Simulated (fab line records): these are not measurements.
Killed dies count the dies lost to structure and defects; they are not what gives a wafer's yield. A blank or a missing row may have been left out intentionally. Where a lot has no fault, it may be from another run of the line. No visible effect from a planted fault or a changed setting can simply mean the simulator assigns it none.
Matching of chambers / flow sky130 / 4 sister chambers for SKY_VIA3_CMP_02 on cmp-01
The step polishes SiO2. 8 wafers are shown with their chamber, then 7 later ones without.

== WAFERS PAIRED WITH THEIR CHAMBERS ==
wafer=L571.3; chamber=0; motor-current-A (A)=9.9
wafer=L576.4; chamber=1; motor-current-A (A)=14.7
wafer=L576.5; chamber=2; motor-current-A (A)=11.9
wafer=L585.1; chamber=1; motor-current-A (A)=14.5
wafer=L585.5; chamber=3; motor-current-A (A)=11.4
wafer=L585.6; chamber=2; motor-current-A (A)=11.5
wafer=L586.2; chamber=0; motor-current-A (A)=10.5
wafer=L586.4; chamber=3; motor-current-A (A)=11.8

== WAFERS MISSING THEIR CHAMBER ==
wafer=L586.5; motor-current-A (A)=14.0
wafer=L591.2; motor-current-A (A)=12.1
wafer=L591.3; motor-current-A (A)=11.1
wafer=L591.5; motor-current-A (A)=14.4
wafer=L592.2; motor-current-A (A)=11.2
wafer=L592.5; motor-current-A (A)=10.5
wafer=L592.6; motor-current-A (A)=13.8

== CHAMBER TAKEN BY EACH ==
wafer=L586.5; from the rows above=1; in truth=1
wafer=L591.2; from the rows above=can't be placed: 2 or 3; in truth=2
wafer=L591.3; from the rows above=can't be placed: 3 or 2 or 0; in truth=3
wafer=L591.5; from the rows above=1; in truth=1
wafer=L592.2; from the rows above=can't be placed: 3 or 2 or 0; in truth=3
wafer=L592.5; from the rows above=0; in truth=0
wafer=L592.6; from the rows above=1; in truth=1
Correctly placed: 4 of 7. These rows do not allow placing 3 (true chamber among the candidates in 3). Placed wrongly: 0.
How it was worked out, from the rows above alone: a wafer's distance from a chamber is the root of the sum, over the readings, of the square of ((its reading less the chamber's mean) divided by the reading's scatter). The wafer belongs to the nearest chamber; if the next one is less than 2 further off, it can't be placed. A chamber's mean is the mean of its shown wafers. The scatter is the square root of a quotient: the sum, over the shown wafers, of each reading's squared deviation from its chamber's mean, divided by wafers minus chambers.
